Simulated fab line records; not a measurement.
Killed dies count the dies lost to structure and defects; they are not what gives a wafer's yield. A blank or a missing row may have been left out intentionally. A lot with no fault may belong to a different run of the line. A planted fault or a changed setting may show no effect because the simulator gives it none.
Comparing a struck lot with a sound one | flow sky130 | 22 steps out of a route of 708
Sound: the wafers L104.3, L104.4, L104.6. Wafers L996.2, L996.3, L996.4 were the ones struck. The cause comes at the end.
At each step with rows: each side's tool, then ch and its chambers, then its first start. Under that, the readings that differ: sound wafers | struck wafers | difference of the means | sigmas: that difference in standard deviations of wafers without a fault.
alike: readings whose means differ by less than 2 such deviations, and words and numbers that are the same on both sides. not compared: withheld readings, readings that some wafer has no value for, bounds like >300 that may hide the same value, and numbers for which the record gives no deviation and whose values overlap.
A row with sigmas, a row that says differs or no value, or rows on one side alone: a step with any of these is where the two part. When numbers do not overlap yet have no deviation, they are printed without sigmas and do not part them. A reading missing from all wafers of one side parts the sides only when that side holds two or more wafers.

SKY_POLY_GATE_THK_MEAS_21:
  struck on film-metro-03, day 19 20:56; sound on film-metro-04, day 22 15:06
  alike: POLY_GATE_OXIDATION_THK
SKY_POLY_GATE_CD_MEAS_22:
  struck on cd-sem-01, day 19 21:01; sound on cd-sem-01, day 22 15:12
  alike: cd-nm
then, 7 steps without rows for these wafers: SKY_LDD_N_DEHYDRATE_00 (time 60 s); SKY_LDD_N_HMDS_01 (prime time 60 s); SKY_LDD_N_COAT_02 (resist thk 300 nm); SKY_LDD_N_SOFTBAKE_03 (time 60 s); SKY_LDD_N_EXPOSE_04 (exposes mask NTM, target cd 840 nm); SKY_LDD_N_PEB_05; SKY_LDD_N_DEVELOP_06 (develop time 60 s).
SKY_LDD_N_OVL_MEAS_07:
  struck on overlay-01, day 21 03:13; sound on overlay-01, day 23 20:46
  alike: LDD_N_OVL
then, 2 steps without rows for these wafers: SKY_LDD_N_IMPLANT_08; SKY_LDD_N_IMPLANT_09.
SKY_LDD_N_IMPLANT_10:
  sound on implanter-02 ch 0, day 23 21:08; struck on implanter-04 ch 0, day 21 03:53
  reading            | sound       | struck      | difference | sigmas
  faraday-current-uA | 444 449 438 | 418 428 408 | -26        | -3
then, 5 steps without rows for these wafers: SKY_LDD_N_IMPLANT_11; SKY_LDD_N_IMPLANT_12; SKY_LDD_N_IMPLANT_13; SKY_LDD_N_IMPLANT_14; SKY_LDD_N_IMPLANT_15.
SKY_LDD_N_STRIP_16: strips in O2/N2.
  sound on plasma-asher-01 ch 0,1, day 23 22:02; struck on plasma-asher-03 ch 0,1, day 21 04:46
  reading                      | sound             | struck            | difference | sigmas
  drypump-motor-current-A (A)  | 5.8 4.9 4.9       | 6.2 6.2 6.2       | +1.0       | +2
  strip-time-to-endpoint-s (s) | 4.312 4.311 4.324 | 4.523 4.545 4.523 | +0.215     | +15
  alike: oes-product-au
  not compared: rf-hours-counter-h
SKY_LDD_N_TW_MEAS_17:
  struck on film-metro-02, day 21 04:53; sound on film-metro-02, day 23 22:07
  reading  | sound          | struck         | difference | sigmas
  LDD_N_TW | 2620 2610 2595 | 2676 2688 2691 | +77        | +7
then, 1 step without rows for these wafers: SKY_LDD_P_DEHYDRATE_00 (time 60 s).
-- the record jumps here: 27 days lie between the struck wafers' starts before and after (it left off in module LDD_P and takes up again in module PAD_OPEN, whose first step shown is number 708 of the route) --
SKY_PAD_OPEN_PROBE_99:
  struck on prober-02, day 48 02:29; sound on prober-01, day 49 17:23
  reading                                    | sound                | struck               | difference | sigmas
  model.etest.tip-n.rs-ohm-sq                | 443.7 439.4 443.3    | 382.6 383.6 384.8    | -58.5      |
  model.etest.nfet_01v8_swapped.vt-sat-v (V) | 0.6663 0.6573 0.6585 | 0.6323 0.6292 0.6328 | -0.0293    |
  model.etest.nfet_01v8_turned.vt-sat-v (V)  | 0.6663 0.6621 0.6593 | 0.6334 0.6241 0.6348 | -0.0318    |
  alike: killed_at_M0_to_M3, killed_at_M4_up, killed-at-contacts, killed-at-front-end, killed-at-other, killed-dies, killed-open, killed-short

== WHERE THEY PART ==
First at SKY_LDD_N_IMPLANT_10; last, within this record, at SKY_LDD_N_TW_MEAS_17. Later steps at which nothing parts them and some readings are alike: SKY_PAD_OPEN_PROBE_99.

WHY: the cause the simulator had injected
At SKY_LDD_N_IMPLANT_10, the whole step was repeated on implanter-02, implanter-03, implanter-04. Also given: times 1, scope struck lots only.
